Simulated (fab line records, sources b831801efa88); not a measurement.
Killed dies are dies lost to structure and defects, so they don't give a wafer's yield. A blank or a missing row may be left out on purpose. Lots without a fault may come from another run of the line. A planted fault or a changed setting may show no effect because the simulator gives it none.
Which tool did it? | flow sky130 | 13 lots, 39 wafers sampled, at 5 steps of a route of 708

WHAT THE GAUGES READ, wafer by wafer
SKY_FIELD_ISO_THK_MEAS_23. Usual: FIELD_ISO_OXIDATION_01_THK 10.03 nm, standard deviation 0.19.
lot  | measured    | on            | FIELD_ISO_OXIDATION_01_THK (nm) | flag
L251 | day 2 13:58 | film_metro-04 | 10.21 10.28 10.23               |
L254 | day 3 06:16 | film_metro-03 | 9.48 9.55 9.61                  |
L255 | day 3 11:35 | film_metro-04 | 9.95 9.94 9.95                  |
L257 | day 4 04:40 | film_metro-03 | 9.53 9.67 9.53                  |
L258 | day 4 04:41 | film_metro-04 | 9.87 9.94 9.77                  |
L259 | day 4 07:23 | film_metro-02 | 9.86 9.97 9.86                  |
L260 | day 4 14:14 | film_metro-04 | 10.13 9.98 10.09                |
L261 | day 5 00:28 | film_metro-03 | 9.89 9.89 9.97                  |
L264 | day 5 09:52 | film_metro-03 | 10.27 10.27 10.22               |
L268 | day 6 04:15 | film_metro-03 | 10.16 10.05 10.17               |
L271 | day 6 22:40 | film_metro-03 | 10.37 10.29 10.28               |
L272 | day 7 01:21 | film_metro-03 | 10.01 10.10 10.14               |
L273 | day 7 09:37 | film_metro-04 | 10.10 10.02 10.02               |

SKY_NWELL_TW_MEAS_26. Usual: NWELL_2_TW 502, standard deviation 6.
lot  | measured     | on            | NWELL_2_TW  | flag
L251 | day 5 17:21  | film_metro-02 | 498 500 495 |
L254 | day 6 09:50  | film_metro-01 | 512 511 514 |
L255 | day 6 21:12  | film_metro-01 | 513 513 512 |
L257 | day 7 16:30  | film_metro-01 | 506 505 509 |
L258 | day 7 15:47  | film_metro-01 | 511 509 507 |
L259 | day 7 16:46  | film_metro-01 | 505 509 507 |
L260 | day 7 18:49  | film_metro-01 | 505 507 507 |
L261 | day 8 10:00  | film_metro-02 | 500 502 503 |
L264 | day 8 23:03  | film_metro-04 | 517 516 517 |
L268 | day 9 19:01  | film_metro-02 | 499 499 497 |
L271 | day 10 14:35 | film_metro-02 | 519 521 520 |
L272 | day 10 21:22 | film_metro-02 | 505 502 501 |
L273 | day 11 10:23 | film_metro-01 | 510 507 507 |

SKY_VT_ADJUST_HVTP_CD_MEAS_07: target cd 380 nm. Usual: cd_nm 380.0 nm, standard deviation 2.6.
lot  | measured     | on        | cd_nm (nm)        | flag
L251 | day 6 11:26  | cd_sem-01 | 377.4 376.4 376.5 |
L254 | day 7 05:18  | cd_sem-02 | 381.6 380.0 380.5 |
L255 | day 7 17:26  | cd_sem-02 | 380.5 381.4 380.9 |
L257 | day 8 12:04  | cd_sem-02 | 377.4 376.7 379.0 |
L258 | day 8 11:47  | cd_sem-01 | 382.9 379.0 381.3 |
L259 | day 8 12:32  | cd_sem-01 | 378.4 378.9 377.3 |
L260 | day 8 14:57  | cd_sem-01 | 377.9 379.0 379.7 |
L261 | day 9 07:44  | cd_sem-01 | 382.0 381.4 382.5 |
L264 | day 9 20:58  | cd_sem-02 | 384.2 384.2 385.6 |
L268 | day 10 17:44 | cd_sem-02 | 376.7 378.3 377.3 |
L271 | day 11 13:26 | cd_sem-01 | 383.5 381.6 382.5 |
L272 | day 11 21:38 | cd_sem-02 | 377.1 376.4 378.5 |
L273 | day 12 10:51 | cd_sem-02 | 377.0 376.6 377.1 |

SKY_VT_ADJUST_LVTN_TW_MEAS_10. Usual: VT_ADJUST_LVTN_TW 243.0, standard deviation 2.8.
lot  | measured     | on            | VT_ADJUST_LVTN_TW | flag
L251 | day 7 06:59  | film_metro-01 | 248.3 247.8 247.5 |
L254 | day 8 01:12  | film_metro-01 | 248.1 248.8 246.2 |
L255 | day 8 13:43  | film_metro-01 | 248.8 246.6 248.1 |
L257 | day 9 10:16  | film_metro-04 | 241.0 240.6 242.3 |
L258 | day 9 09:17  | film_metro-04 | 240.6 241.5 243.0 |
L259 | day 9 10:35  | film_metro-03 | 241.2 241.9 241.5 |
L260 | day 9 13:10  | film_metro-01 | 247.4 247.3 246.6 |
L261 | day 10 05:16 | film_metro-04 | 239.7 240.2 240.3 |
L264 | day 10 19:52 | film_metro-04 | 241.3 241.2 242.5 |
L268 | day 11 17:29 | film_metro-04 | 242.0 241.7 240.5 |
L271 | day 12 15:00 | film_metro-03 | 240.7 240.2 240.8 |
L272 | day 12 23:16 | film_metro-04 | 241.8 241.7 240.1 |
L273 | day 13 13:32 | film_metro-03 | 243.0 243.5 242.1 |

WHICH TOOL RAN EACH LOT (tool, then ch and the chambers of the sampled wafers, then the start)
lot  | SKY_NWELL_IMPLANT_24
L251 | implanter-03 ch 0, day 5 17:06
L254 | implanter-03 ch 0, day 6 09:35
L255 | implanter-03 ch 0, day 6 20:57
L257 | implanter-03 ch 0, day 7 16:15
L258 | implanter-01 ch 0, day 7 15:32
L259 | implanter-02 ch 0, day 7 16:31
L260 | implanter-01 ch 0, day 7 18:35
L261 | implanter-01 ch 0, day 8 09:45
L264 | implanter-01 ch 0, day 8 22:48
L268 | implanter-02 ch 0, day 9 18:47
L271 | implanter-01 ch 0, day 10 14:22
L272 | implanter-02 ch 0, day 10 21:07
L273 | implanter-02 ch 0, day 11 10:10
- SKY_NWELL_IMPLANT_24

WHAT THE TOOLS THEMSELVES READ (means of the sampled wafers that have a number; where no wafer has one, the mark that the record gives instead)
SKY_NWELL_IMPLANT_24. Usual: dose_ions_cm2 9.202e+12, standard deviation 1.1e+10; faraday_current_uA 51.8, standard deviation 1.1.
lot  | tool         | dose_ions_cm2 | faraday_current_uA | flag
L251 | implanter-03 | 9.192e+12     | 51.3               |
L254 | implanter-03 | 9.196e+12     | 52.0               |
L255 | implanter-03 | 9.199e+12     | 52.1               |
L257 | implanter-03 | 9.202e+12     | 51.7               |
L258 | implanter-01 | 9.224e+12     | 51.3               |
L259 | implanter-02 | 9.209e+12     | 51.8               |
L260 | implanter-01 | 9.194e+12     | 51.0               |
L261 | implanter-01 | 9.199e+12     | 51.8               |
L264 | implanter-01 | 1.032e+13     | 56.9               | OFF
L268 | implanter-02 | 9.212e+12     | 51.1               |
L271 | implanter-01 | 1.033e+13     | 58.2               | OFF
L272 | implanter-02 | 9.198e+12     | 52.0               |
L273 | implanter-02 | 9.206e+12     | 52.2               |

THE ANSWER, worked out from the rows above alone
Rule: a lot is off if the mean of its wafers that have a number lies more than 3 standard deviations from the usual mean. A lot without any number at a reading at which 4 lots or more have one is off too. The other lots that the step has rows for count as sound. The gauges are gone through in route order, then the tools' own readings, and for those a lot's mean is taken as printed above. The first step at which some lot is off is used, and at that step the reading that is off furthest; a lot without a number counts as furthest.
Off: L264, L271, at SKY_NWELL_IMPLANT_24 (dose_ions_cm2).
A tool fits if, at that step or a process step before it, it ran every lot that is off, and no sound lot after the first of them. One fits: implanter-01 at SKY_NWELL_IMPLANT_24. Its last sound lot is L261 (day 8 09:45), its first lot that is off L264 (day 8 22:48): a fault that began between those two fits.
The tool's own readings at SKY_NWELL_IMPLANT_24 bear it out: on the lots that are off they differ by more than 5 times the standard deviation of the sound lots' means. dose_ions_cm2 reads 1.032e+13 there against 9.203e+12 on the sound lots; faraday_current_uA reads 57.5 there against 51.7 on the sound lots.

WHAT THE SIMULATOR HAD PUT IN
Process parameter drift: implanter-01, from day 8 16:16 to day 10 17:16, at SKY_NWELL_IMPLANT_24. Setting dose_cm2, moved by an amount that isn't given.
Lots struck among those shown: L264, L271. The rule above found the same.
